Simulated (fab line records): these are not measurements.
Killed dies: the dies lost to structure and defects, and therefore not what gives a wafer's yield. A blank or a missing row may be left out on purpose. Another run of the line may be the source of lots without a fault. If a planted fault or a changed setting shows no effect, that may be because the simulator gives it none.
The tool behind it: which one? -- flow sky130 -- 13 lots with 39 wafers sampled at 5 steps, on a route of 708 steps

WHAT THE GAUGES READ, wafer by wafer
SKY_VT_ADJUST_LVTN_TW_MEAS_21.
lot,measured,on,VT_ADJUST_LVTN_2_TW
L611,day 8 07:16,filmMetro-04,188.1 187.4 187.7
L613,day 8 21:14,filmMetro-02,188.9 188.3 188.1
L614,day 9 06:43,filmMetro-02,186.4 188.6 188.3
L615,day 9 12:10,filmMetro-04,188.3 187.7 188.4
L616,day 9 17:58,filmMetro-01,186.1 186.9 186.5
L617,day 10 01:11,filmMetro-01,188.0 187.1 185.4
L621,day 11 04:13,filmMetro-02,187.7 187.3 188.1
L625,day 12 08:14,filmMetro-04,228.6 229.9 228.6
L626,day 12 15:53,filmMetro-02,228.1 229.2 228.1
L627,day 12 17:43,filmMetro-04,189.1 187.7 188.4
L628,day 12 23:46,filmMetro-01,187.3 187.0 187.4
L630,day 13 22:19,filmMetro-02,187.7 189.2 188.2
L631,day 14 04:49,filmMetro-04,186.8 186.3 187.3

SKY_VT_ADJUST_NCORE_OVL_MEAS_08.
lot,measured,on,VT_ADJUST_NCORE_OVL (nm)
L611,day 9 03:51,overlay-01,2.7 2.4 1.5
L613,day 9 19:04,overlay-01,0.1 0.3 -1.3
L614,day 10 05:06,overlay-02,-1.2 1.2 -0.3
L615,day 10 10:38,overlay-01,1.4 0.9 1.8
L616,day 10 17:02,overlay-02,1.8 1.4 1.8
L617,day 10 23:22,overlay-02,1.1 2.5 1.8
L621,day 12 03:16,overlay-01,1.0 1.2 0.5
L625,day 13 08:08,overlay-01,1.6 0.0 1.0
L626,day 13 15:24,overlay-01,0.8 0.6 2.3
L627,day 13 16:59,overlay-02,3.0 4.7 1.8
L628,day 14 00:32,overlay-01,0.4 0.9 0.6
L630,day 15 01:13,overlay-01,-0.5 -1.3 0.0
L631,day 15 06:15,overlay-01,1.9 0.5 -0.1

SKY_SONOS_ONO_THK_MEAS_03.
lot,measured,on,SONOS_ONO_CVD_02_THK (nm)
L611,day 12 05:49,filmMetro-03,10.76 10.77 10.95
L613,day 13 09:37,filmMetro-03,10.59 10.34 10.54
L614,day 13 09:35,filmMetro-01,10.51 10.65 10.71
L615,day 13 16:47,filmMetro-03,10.72 10.73 10.68
L616,day 13 22:03,filmMetro-02,10.51 10.37 10.42
L617,day 14 06:10,filmMetro-03,10.58 10.54 10.36
L621,day 15 13:32,filmMetro-01,10.61 10.61 10.50
L625,day 16 20:16,filmMetro-03,10.58 10.70 10.52
L626,day 17 08:01,filmMetro-03,10.60 10.57 10.67
L627,day 17 08:01,filmMetro-01,10.63 10.58 10.78
L628,day 17 16:59,filmMetro-03,10.53 10.55 10.52
L630,day 18 23:37,filmMetro-03,10.60 10.65 10.62
L631,day 19 05:39,filmMetro-03,10.50 10.56 10.66

TOOL THAT RAN EACH LOT (tool first, then ch and the chambers of the sampled wafers, then the start)
lot,SKY_DNWELL_STRIP_08,SKY_VT_ADJUST_LVTN_IMPLANT_19
L611,"plasmaAsher-01 ch 0,1, day 3 13:32","implanter-02 ch 0, day 8 07:01"
L613,"plasmaAsher-04 ch 0,1, day 4 01:43","implanter-02 ch 0, day 8 21:01"
L614,"plasmaAsher-04 ch 0,1, day 4 08:07","implanter-01 ch 0, day 9 06:28"
L615,"plasmaAsher-04 ch 0,1, day 4 13:23","implanter-01 ch 0, day 9 11:55"
L616,"plasmaAsher-04 ch 0,1, day 4 18:19","implanter-02 ch 0, day 9 17:43"
L617,"plasmaAsher-03 ch 0,1, day 4 23:35","implanter-04 ch 0, day 10 00:57"
L621,"plasmaAsher-01 ch 0,1, day 5 23:02","implanter-02 ch 0, day 11 03:58"
L625,"plasmaAsher-04 ch 0,1, day 6 19:58","implanter-04 ch 0, day 12 07:40"
L626,"plasmaAsher-01 ch 1, day 7 02:29","implanter-01 ch 0, day 12 15:16"
L627,"plasmaAsher-03 ch 0,1, day 7 05:25","implanter-01 ch 0, day 12 17:28"
L628,"plasmaAsher-01 ch 0,1, day 7 08:29","implanter-04 ch 0, day 12 23:32"
L630,"plasmaAsher-04 ch 0, day 8 03:32","implanter-04 ch 0, day 13 22:05"
L631,"plasmaAsher-01 ch 0,1, day 8 07:50","implanter-04 ch 0, day 14 04:34"
- SKY_DNWELL_STRIP_08: strips in O2/N2.
- SKY_VT_ADJUST_LVTN_IMPLANT_19

WHAT THE TOOLS THEMSELVES READ (means of the sampled wafers that have a number; where no wafer has one, the mark that the record gives instead)
SKY_DNWELL_STRIP_08.
lot,tool,drypumpMotorCurrentA (A),oesProductAu (a.u.),stripTimeToEndpointS (s)
L611,plasmaAsher-01,5.0,0.722,37.02
L613,plasmaAsher-04,5.1,0.720,36.95
L614,plasmaAsher-04,5.1,0.719,36.90
L615,plasmaAsher-04,5.1,0.724,37.03
L616,plasmaAsher-04,5.1,0.724,36.98
L617,plasmaAsher-03,5.5,0.723,37.01
L621,plasmaAsher-01,5.0,0.721,36.96
L625,plasmaAsher-04,5.5,0.717,36.79
L626,plasmaAsher-01,5.1,0.726,36.96
L627,plasmaAsher-03,5.4,0.721,37.01
L628,plasmaAsher-01,5.1,0.722,36.94
L630,plasmaAsher-04,5.9,0.725,36.80
L631,plasmaAsher-01,5.0,0.721,36.81

THE ANSWER, worked out from the rows above alone
Rule: the usual values come from the lots themselves. The widest of any qualifying gaps counts: lots, ordered by their means at a reading, are off when they make up no more than a third of the lots, leave a main group of 4 or more, and stand apart from it by 3 or more times the standard deviation of that group's means. A main group is skipped when, at the precision printed for the reading in the tables above, its means are all equal. A lot without any number at a reading at which 4 lots or more have one is off too. The other lots that the step has rows for count as sound. The gauges are gone through in route order, then the tools' own readings, and for those a lot's mean is taken as printed above. The first step at which some lot is off is used, and at that step the reading that is off furthest; a lot without a number counts as furthest.
Off: L625, L626, at SKY_VT_ADJUST_LVTN_TW_MEAS_21 (VT_ADJUST_LVTN_2_TW). Main group: mean 187.6, sd 0.66.
If a tool, at a process step before that reading, ran all the lots that are off and no sound lot after the first of them, it fits. Gauges at SKY_VT_ADJUST_LVTN_TW_MEAS_21: tried the same way as those tools. Not one of the candidates tried fits.

WHAT THE SIMULATOR PUT IN
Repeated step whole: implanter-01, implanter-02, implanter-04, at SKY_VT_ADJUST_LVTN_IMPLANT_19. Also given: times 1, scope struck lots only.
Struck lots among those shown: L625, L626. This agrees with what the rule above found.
